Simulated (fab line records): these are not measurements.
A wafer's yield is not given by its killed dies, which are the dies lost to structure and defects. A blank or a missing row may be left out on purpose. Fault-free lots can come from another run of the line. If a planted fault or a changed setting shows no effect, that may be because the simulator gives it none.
Matching of chambers    flow sky130    SKY_SPACER_ETCHBACK_02 on rie-diel-03: 4 sister chambers
The step etches Si3N4 in CH3F/O2, stops on SiO2, time 46.7 s, target depth 45 nm. 8 wafers are shown with their chamber, then 7 later ones without.

## WAFERS, EACH WITH ITS CHAMBER
wafer   chamber  drypump-motor-current-A (A)  oes-product-au (a.u.)
L317.2  1        5.7                          0.868
L317.6  3        6.2                          0.871
L319.3  1        5.7                          0.852
L321.4  3        6.2                          0.863
L325.4  2        6.1                          0.853
L325.5  0        5.3                          0.854
L326.1  2        6.2                          0.853
L326.2  0        5.3                          0.853

## WAFERS MISSING THEIR CHAMBER
wafer   drypump-motor-current-A (A)  oes-product-au (a.u.)
L326.4  5.8                          0.851
L332.2  6.2                          0.856
L332.3  5.7                          0.861
L332.6  6.2                          0.853
L335.3  6.2                          0.849
L335.5  6.2                          0.863
L335.6  6.2                          0.849

## EACH ONE'S CHAMBER
wafer   from the rows above      in truth
L326.4  1                        1
L332.2  can't be placed: 2 or 3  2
L332.3  1                        1
L332.6  can't be placed: 2 or 3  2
L335.3  can't be placed: 2 or 3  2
L335.5  can't be placed: 3 or 2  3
L335.6  can't be placed: 2 or 3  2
Correctly placed: 2 of 7. These rows do not allow placing 5 (true chamber among the candidates in 5). Placed wrongly: 0.
How it was worked out, from the rows above alone: a wafer's distance from a chamber is the root of the sum, over the readings, of the square of ((its reading less the chamber's mean) divided by the reading's scatter). The wafer belongs to the nearest chamber; if the next one is less than 2 further off, it can't be placed. The mean given for a chamber averages the wafers shown for that chamber. How the scatter is found: for the shown wafers, subtract from each reading the mean of its chamber, square and add these, divide the total by (wafers less chambers), then take the root.
